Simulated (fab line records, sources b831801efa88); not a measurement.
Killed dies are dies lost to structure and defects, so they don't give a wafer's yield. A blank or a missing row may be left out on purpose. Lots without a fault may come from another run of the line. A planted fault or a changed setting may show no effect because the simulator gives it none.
fab line records | flow sky130 | part 2 of 2: steps 33 to 45 of 45
record lots=5 wafers=15 last_day=49
route steps=708 shown POLY_GATE@226 LDD_N@237 LDD_P@255 LDD_HVN@267
lots that met no fault: from a run of the same line without faults
start_h: hours from the record's first day to the start of the lot's first wafer shown | wait_h: hours since the lot's step before | " the same as in the row above | L1.1+2: a row that stands for several wafers | - no value, or no start given | * or withheld: withheld | < > ~ a bound
route shown NAME@n: a module of which the file shows steps, and the number in the route of the first | usual: mean/standard deviation of fault-free wafers | same: alike in all rows | chamber/n: place in a boat | sites: the reading at each site | _std_site: their standard deviation | _edge_site: outer sites' mean less inner sites' | radius_mm: how far each site lies from the wafer's centre | mask NAME#n: copy n | behind: the tool/chamber that last shaped the wafer | hold: why the lot was held/for how many hours/how that ended | device: the transistor (n, p or np) that didn't switch | end of line: the same wafers' tests at the end of the route | a step without rows: its recipe alone | killed: dies lost to structure and defects at the first sort, not the wafer's yield | map: a wafer's dies, x killed, . not, _ none there
set.NAME: the setting as run; set.NAME@STEP: as run at that earlier step | model.NAME: the simulator's own value behind a step, which no gauge read
lots at some steps of the route; a table a step, a row a wafer
services: from which hour (start_h, from the record's first day; less than 0 if before it) a tool's chamber was out of use, for how many hours, and why
## steps
# step SKY_LDD_P_SOFTBAKE_03
# recipe temp_c=90 time_s=60 resist=NOVOLAK
# columns lot.wafer tool chamber start_h wait_h
L076.1+2+4 litho_track-03 0 431.07 0.1
L083.2+3+5 litho_track-01 0 498.33 0.1
L088.1+3+5 litho_track-01 0 546.91 0.1
L089.3+4+6 litho_track-03 0 554.27 0.1
L090.2+5+6 litho_track-03 0 570.54 0.1
# step SKY_LDD_P_EXPOSE_04
# recipe mask_id=PSDM na=0.6 source_shape=conventional sigma_outer=0.6 polarization=unpolarized target_cd_nm=380 dose_mj=138
# usual reticle_temp_C=22.96/0.098 stage_vel_mm_s=500.03/0.26
# columns lot.wafer tool chamber start_h wait_h mask reticle_temp_C stage_vel_mm_s
L076.1 iline_stepper-01 0 - - PSDM#0 23.05 500.06
L076.2 " 0 " " PSDM#0 22.91 500.16
L076.4 " 0 " " PSDM#0 22.76 499.74
L083.2 iline_stepper-01 0 - - PSDM#0 22.85 499.67
L083.3 " 0 " " PSDM#0 22.85 499.70
L083.5 " 0 " " PSDM#0 22.93 499.87
L088.1 iline_stepper-02 0 - - PSDM#0 23.03 500.19
L088.3 " 0 " " PSDM#0 23.02 499.99
L088.5 " 0 " " PSDM#0 22.91 500.19
L089.3 iline_stepper-01 0 - - PSDM#0 22.99 500.19
L089.4 " 0 " " PSDM#0 22.92 499.67
L089.6 " 0 " " PSDM#0 23.12 499.63
L090.2 iline_stepper-01 0 - - PSDM#0 23.00 500.21
L090.5 " 0 " " PSDM#0 23.12 500.14
L090.6 " 0 " " PSDM#0 23.02 500.17
# step SKY_LDD_P_PEB_05
# recipe temp_c=withheld time_s=* resist=NOVOLAK
# columns lot.wafer tool chamber start_h wait_h
L076.1+2+4 litho_track-03 0 - -
L083.2+3+5 litho_track-03 0 - -
L088.1+3+5 litho_track-04 0 - -
L089.3+4+6 litho_track-01 0 - -
L090.2+5+6 litho_track-01 0 - -
# step SKY_LDD_P_DEVELOP_06
# recipe resist=NOVOLAK developer=TMAH develop_time_s=60 dev_temp_c=23
# columns lot.wafer tool chamber start_h wait_h
L076.1+2+4 litho_track-03 0 446.27 0.1
L083.2+3+5 litho_track-03 0 513.19 0.1
L088.1+3+5 litho_track-04 0 561.18 0.1
L089.3+4+6 litho_track-01 0 568.61 0.1
L090.2+5+6 litho_track-01 0 585.88 0.1
# step SKY_LDD_P_CD_MEAS_07
# recipe target_cd_nm=380
# usual cd_nm=379.9/2.3
# columns lot.wafer tool chamber start_h wait_h cd_nm
L076.1 cd_sem-02 - 446.42 0.1 376.0
L076.2 " - " " 375.6
L076.4 " - " " 376.7
L083.2 cd_sem-02 - 513.34 0.1 378.0
L083.3 " - " " 377.6
L083.5 " - " " 379.8
L088.1 cd_sem-02 - 561.33 0.1 381.9
L088.3 " - " " 382.2
L088.5 " - " " 380.7
L089.3 cd_sem-02 - 568.75 0.1 380.5
L089.4 " - " " 378.4
L089.6 " - " " 378.0
L090.2 cd_sem-02 - 586.03 0.1 383.2
L090.5 " - " " 383.4
L090.6 " - " " 384.1
# step SKY_LDD_P_OVL_MEAS_08
# usual LDD_P_OVL=-0.8/1.1
# columns lot.wafer tool chamber start_h wait_h LDD_P_OVL[nm]
L076.1 overlay-01 - 446.54 0.1 -1.1
L076.2 " - " " -1.3
L076.4 " - " " -1.3
L083.2 overlay-01 - 513.44 0.1 1.5
L083.3 " - " " -0.1
L083.5 " - " " 0.3
L088.1 overlay-02 - 561.45 0.1 -1.0
L088.3 " - " " -0.7
L088.5 " - " " -1.8
L089.3 overlay-01 - 568.84 0.1 -1.1
L089.4 " - " " -1.9
L089.6 " - " " -1.2
L090.2 overlay-02 - 586.13 0.1 -0.1
L090.5 " - " " -0.1
L090.6 " - " " 0.5
# step SKY_LDD_P_IMPLANT_09
# recipe species=BF2 energy_kev=25 dose_cm2=1e+13 tilt_deg=withheld
# columns lot.wafer tool chamber start_h wait_h
L076.1+2+4 implanter-01 0 446.57 0.0
L083.2+3+5 implanter-03 0 513.50 0.0
L088.1+3+5 implanter-02 0 561.49 0.0
L089.3+4+6 implanter-01 0 568.91 0.1
L090.2+5+6 implanter-03 0 586.19 0.0
# step SKY_LDD_P_STRIP_10
# recipe chemistry=O2/N2 power_w=1400 pressure_mtorr=1500 platen_temp_c=withheld o2_flow_sccm=3000 n2_flow_sccm=300 overash_fraction=0.5
# usual drypump_motor_current_A=5.7/0.39 oes_product_au=0.716/0.0047 strip_time_to_endpoint_s=14.19/0.043
# columns lot.wafer tool chamber start_h wait_h drypump_motor_current_A oes_product_au rf_hours_counter_h strip_time_to_endpoint_s
L076.1 plasma_asher-02 1 446.72 0.1 5.8 0.715 62 14.14
L076.2 " 0 " " 5.7 0.716 62 14.14
L076.4 " 0 " " 5.7 0.718 - 14.17
L083.2 plasma_asher-04 0 513.62 0.1 5.8 0.716 8 14.22
L083.3 " 1 " " 6.3 0.714 - 14.24
L083.5 " 0 " " 5.9 0.722 - 14.25
L088.1 plasma_asher-03 0 561.64 0.1 5.3 0.720 43 14.16
L088.3 " 0 " " 5.3 0.709 - 14.14
L088.5 " 1 " " 4.9 0.723 - 14.19
L089.3 plasma_asher-03 0 569.05 0.1 5.3 0.711 - 14.15
L089.4 " 1 " " 4.8 0.709 - 14.14
L089.6 " 1 " " 4.9 0.724 - 14.15
L090.2 plasma_asher-02 1 586.31 0.1 5.8 0.718 76 14.19
L090.5 " 0 " " 5.7 0.718 - 14.14
L090.6 " 1 " " 5.8 0.709 - 14.19
# step SKY_LDD_P_TW_MEAS_11
# usual LDD_P_TW=637/3.4
# columns lot.wafer tool chamber start_h wait_h LDD_P_TW
L076.1 film_metro-01 - 446.82 0.1 643
L076.2 " - " " 636
L076.4 " - " " 642
L083.2 film_metro-01 - 513.73 0.1 638
L083.3 " - " " 633
L083.5 " - " " 638
L088.1 film_metro-02 - 561.74 0.1 639
L088.3 " - " " 638
L088.5 " - " " 637
L089.3 film_metro-02 - 569.13 0.1 640
L089.4 " - " " 639
L089.6 " - " " 641
L090.2 film_metro-02 - 586.42 0.1 635
L090.5 " - " " 637
L090.6 " - " " 634
# step SKY_LDD_HVN_DEHYDRATE_00
# recipe temp_c=200 time_s=60
# columns lot.wafer tool chamber start_h wait_h
L076.1+2+4 litho_track-02 0 461.51 14.7
L083.2+3+5 litho_track-01 0 528.23 14.5
L088.1+3+5 litho_track-02 0 576.16 14.4
L089.3+4+6 litho_track-04 0 583.73 14.6
L090.2+5+6 litho_track-02 0 599.99 13.6
# step SKY_LDD_HVN_HMDS_01
# recipe prime_time_s=60 prime_temp_c=120
# columns lot.wafer tool chamber start_h wait_h
L076.1+2+4 litho_track-02 0 461.66 0.1
L083.2+3+5 litho_track-01 0 528.38 0.1
L088.1+3+5 litho_track-02 0 576.31 0.1
L089.3+4+6 litho_track-04 0 583.88 0.1
L090.2+5+6 litho_track-02 0 600.14 0.1
# step SKY_LDD_HVN_COAT_02
# recipe resist=NOVOLAK spin_rpm=3000 resist_thk_nm=300
# columns lot.wafer tool chamber start_h wait_h
L076.1+2+4 litho_track-02 0 461.81 0.1
L083.2+3+5 litho_track-01 0 528.53 0.1
L088.1+3+5 litho_track-02 0 576.46 0.1
L089.3+4+6 litho_track-04 0 584.03 0.1
L090.2+5+6 litho_track-02 0 600.29 0.1
# step SKY_LDD_HVN_SOFTBAKE_03
# recipe temp_c=90 time_s=60 resist=NOVOLAK
# columns lot.wafer tool chamber start_h wait_h
L076.1+2+4 litho_track-02 0 461.96 0.1
L083.2+3+5 litho_track-01 0 528.68 0.1
L088.1+3+5 litho_track-02 0 576.61 0.1
L089.3+4+6 litho_track-04 0 584.18 0.1
L090.2+5+6 litho_track-02 0 600.44 0.1
## services
# columns tool chamber start_h hours kind
implanter-04 - 360.74 4.1 repair
implanter-01 - 378.46 6.7 repair
rie_diel-03 2 381.55 5.0 repair
plasma_asher-01 - 385.87 9.0 repair
wet_bench-01 - 388.78 1.1 repair
furnace-02 - 394.04 3.6 pm
implanter-04 - 411.31 5.5 repair
implanter-01 - 421.14 3.7 repair
rie_diel-03 0 427.71 3.1 repair
furnace-02 - 442.75 3.3 pm
iline_stepper-01 - 453.08 1.7 pm
implanter-01 - 469.80 2.2 repair
implanter-02 - 472.25 4.7 repair
implanter-02 - 479.76 3.3 pm
rie_diel-01 2 482.58 5.2 repair
rie_diel-03 - 483.74 14.6 pm
implanter-04 - 504.85 3.1 repair
plasma_asher-03 - 512.74 3.2 repair
implanter-01 - 515.46 3.9 repair
rie_diel-01 3 528.62 2.4 repair
implanter-04 - 549.85 1.4 repair
implanter-04 - 555.72 1.2 repair
plasma_asher-01 - 559.89 14.6 pm
implanter-04 - 597.13 3.2 pm
